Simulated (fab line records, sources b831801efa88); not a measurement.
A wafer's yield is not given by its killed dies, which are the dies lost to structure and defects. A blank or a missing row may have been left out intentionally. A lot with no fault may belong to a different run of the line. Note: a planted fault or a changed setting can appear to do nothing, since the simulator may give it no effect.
Chamber matching / flow gf180mcu / GF_V1_CMP_04 on cmp-02 has 3 sister chambers
The step polishes SiO2. 14 wafers are shown with their chamber, then 5 later ones without.

== WAFERS, EACH WITH ITS CHAMBER ==
wafer=L872.3; chamber=1; motor_current_A (A)=11.3; time_to_endpoint_s (s)=79
wafer=L872.4; chamber=2; motor_current_A (A)=13.6; time_to_endpoint_s (s)=78
wafer=L872.6; chamber=2; motor_current_A (A)=13.1; time_to_endpoint_s (s)=87
wafer=L876.1; chamber=1; motor_current_A (A)=10.8; time_to_endpoint_s (s)=78
wafer=L876.2; chamber=0; motor_current_A (A)=12.2; time_to_endpoint_s (s)=69
wafer=L876.3; chamber=2; motor_current_A (A)=12.8; time_to_endpoint_s (s)=79
wafer=L877.3; chamber=0; motor_current_A (A)=12.5; time_to_endpoint_s (s)=79
wafer=L877.4; chamber=2; motor_current_A (A)=12.9; time_to_endpoint_s (s)=88
wafer=L877.6; chamber=1; motor_current_A (A)=11.2; time_to_endpoint_s (s)=91
wafer=L883.1; chamber=1; motor_current_A (A)=11.7; time_to_endpoint_s (s)=82
wafer=L883.4; chamber=2; motor_current_A (A)=12.5; time_to_endpoint_s (s)=84
wafer=L883.5; chamber=0; motor_current_A (A)=11.7; time_to_endpoint_s (s)=81
wafer=L884.3; chamber=1; motor_current_A (A)=11.7; time_to_endpoint_s (s)=78
wafer=L884.4; chamber=2; motor_current_A (A)=13.5; time_to_endpoint_s (s)=83

SIGNATURES (means of the wafers above)
reading=motor_current_A; chamber 0=12.133; chamber 1=11.340; chamber 2=13.067; scatter within a chamber=0.404
reading=time_to_endpoint_s; chamber 0=76.33; chamber 1=81.60; chamber 2=83.17; scatter within a chamber=5.11
Rule: for a wafer and a chamber, the distance is found by dividing, reading by reading, the gap between the wafer's reading and the chamber's mean by the reading's scatter, squaring, summing and taking the root. If the next closest chamber is less than 2 further off than the closest, the wafer can't be placed; otherwise it belongs to the closest. The scatter: the root of (the sum of the squares of (reading less its chamber's mean) over the shown wafers, divided by (wafers less chambers)).

== WAFERS WHOSE CHAMBER IS MISSING ==
wafer=L884.6; motor_current_A (A)=12.9; time_to_endpoint_s (s)=82
wafer=L886.2; motor_current_A (A)=13.1; time_to_endpoint_s (s)=83
wafer=L886.4; motor_current_A (A)=12.1; time_to_endpoint_s (s)=74
wafer=L889.3; motor_current_A (A)=13.7; time_to_endpoint_s (s)=77
wafer=L889.6; motor_current_A (A)=13.2; time_to_endpoint_s (s)=79

== WHICH CHAMBER EACH ONE RAN IN ==
wafer=L884.6; from the rows above=can't be placed: 2 or 0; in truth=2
wafer=L886.2; from the rows above=2; in truth=2
wafer=L886.4; from the rows above=can't be placed: 0 or 1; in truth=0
wafer=L889.3; from the rows above=can't be placed: 2 or 0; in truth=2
wafer=L889.6; from the rows above=can't be placed: 2 or 0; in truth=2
Placed correctly: 1 of 5. Can't be placed from these rows: 4 (the true chamber is among the candidates in 4). 0 placed wrongly.
